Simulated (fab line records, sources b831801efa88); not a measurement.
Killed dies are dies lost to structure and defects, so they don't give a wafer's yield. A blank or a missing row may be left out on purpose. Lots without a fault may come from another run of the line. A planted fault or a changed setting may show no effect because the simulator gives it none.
Split-lot experiment | flow sfq_line | 5 lots, 23 wafers read, on a route of 325 steps

THE SPLIT
At SFQ_TRILAYER_M4_LITHO_EXPOSE_094 (exposes mask M4, target cd 500 nm), the setting dose_mj was moved away from the recipe's 14.4 on 9 of the 23 wafers read, by -4.0% to +6.1%. The other wafers ran this setting at the recipe's value.

FROM THE SPLIT TO THE READING: what the file shows between them, 3 steps
- SFQ_TRILAYER_M4_LITHO_PEB_096: peb time 60 s
- SFQ_TRILAYER_M4_LITHO_DEVELOP_095: time 60 s
- SFQ_TRILAYER_M4_BARC_OPEN_METAL_ETCH_123: etches BARC in O2, target depth 125 nm, time 41.7 s

THE READING
M4.cd_nm (the simulator's own value, which no gauge read), in nm, at SFQ_TRILAYER_M4_ETCH_METAL_ETCH_096 (etches Nb in Cl2/Ar, stops on SiO2, target depth 240 nm, time 120 s). The file gives no usual value for it. The 14 wafers here that ran the recipe average 499.4 nm, standard deviation 1.7 nm.

wafer  | tool, chamber at the split | dose_mj as run | against the recipe | M4.cd_nm, nm | against lot-mates on the recipe
L074.1 | krf_scanner-01, 0          | 15.22          | +5.7%              | 490.6        | -6.9
L074.2 | krf_scanner-01, 0          | 14.4           | recipe             | 495.9        | -
L074.4 | krf_scanner-01, 0          | 15.22          | +5.7%              | 485.9        | -11.6
L074.5 | krf_scanner-01, 0          | 14.4           | recipe             | 499.2        | -
L074.6 | krf_scanner-01, 0          | 15.22          | +5.7%              | 486.9        | -10.6
L075.1 | krf_scanner-01, 0          | 14.4           | recipe             | 497.2        | -
L075.2 | krf_scanner-01, 0          | 14.4           | recipe             | 502.4        | -
L075.3 | krf_scanner-01, 0          | 13.82          | -4.0%              | 502          | +1.7
L075.4 | krf_scanner-01, 0          | 14.4           | recipe             | 501.3        | -
L075.5 | krf_scanner-01, 0          | 13.82          | -4.0%              | 509.5        | +9.2
L076.2 | krf_scanner-01, 0          | 14.4           | recipe             | 499          | -
L076.3 | krf_scanner-01, 0          | 14.4           | recipe             | 499.4        | -
L076.4 | krf_scanner-01, 0          | 15.28          | +6.1%              | 488.3        | -11.3
L076.5 | krf_scanner-01, 0          | 14.4           | recipe             | 500.3        | -
L076.6 | krf_scanner-01, 0          | 15.28          | +6.1%              | 490.4        | -9.2
L078.1 | krf_scanner-01, 0          | 14.4           | recipe             | 498.7        | -
L078.4 | krf_scanner-01, 0          | 14.4           | recipe             | 498.7        | -
L078.5 | krf_scanner-01, 0          | 14.4           | recipe             | 502.1        | -
L083.1 | krf_scanner-01, 0          | 15.2           | +5.6%              | 490.1        | -8.9
L083.2 | krf_scanner-01, 0          | 14.4           | recipe             | 499.4        | -
L083.3 | krf_scanner-01, 0          | 14.4           | recipe             | 499.2        | -
L083.4 | krf_scanner-01, 0          | 15.2           | +5.6%              | 488.8        | -10.2
L083.5 | krf_scanner-01, 0          | 14.4           | recipe             | 498.3        | -

THE FIT
A straight line over all 23 wafers: M4.cd_nm changes by -1.79 nm for each +1% of dose_mj; r = -0.94; the points scatter about the line by 2.1 nm.
The same after taking each lot's own level away (the mean of its wafers on the recipe; 23 wafers): -1.63 nm for each +1%; r = -0.94; scatter 1.9 nm.
On that fit, the largest move of dose_mj shifts the reading by 10 nm.
The lots' own levels span 497.55 to 500.30 nm, that is 1.6 times the standard deviation above.
So the lot-to-lot level changes the slope little: the two slopes agree.
Check: with one of the wafers moved furthest among these (+6.1%) left out of the fit, the line predicts -10 nm for it against its lot-mates. It came out at -11.3 nm against them.

OTHER SPLITS ON THESE WAFERS
These wafers also went through other splits before the reading. Each is held against what the fit with the lots' levels taken away leaves over:
other split on the same wafers                    | wafers away from the commonest value | r with M4.cd_nm (lot level and that fit taken away)
SFQ_TRILAYER_I2_VIA_BARC_OPEN_VIA_ETCH_096 time_s | 5                                    | +0.01
SFQ_TRILAYER_M3_LITHO_PEB_078 peb_temp_c          | 8                                    | -0.10
SFQ_TRILAYER_M3_BARC_OPEN_METAL_ETCH_100 time_s   | 6                                    | +0.16
SFQ_TRILAYER_I3_VIA_LITHO_COAT_085 spin_rpm       | 9                                    | +0.33

THE WHOLE CHAIN: every reading that the file lists as answering this split, in the file's order
step                                     | what it does                                                        | reading                                                   | change (the file's fit)              | r (the file's)
SFQ_TRILAYER_M4_BARC_OPEN_METAL_ETCH_123 | etches BARC in O2, target depth 125 nm, time 41.7 s                 | M4.cd_nm (the simulator's own value, which no gauge read) | -1.67 nm for each +1% of the setting | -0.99
SFQ_TRILAYER_M4_ETCH_METAL_ETCH_096      | etches Nb in Cl2/Ar, stops on SiO2, target depth 240 nm, time 120 s | M4.cd_nm (the simulator's own value, which no gauge read) | -1.65 nm for each +1% of the setting | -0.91

THE FILE'S OWN FIT
M4.cd_nm changes by -1.65 nm for each +1% of dose_mj, r = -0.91.
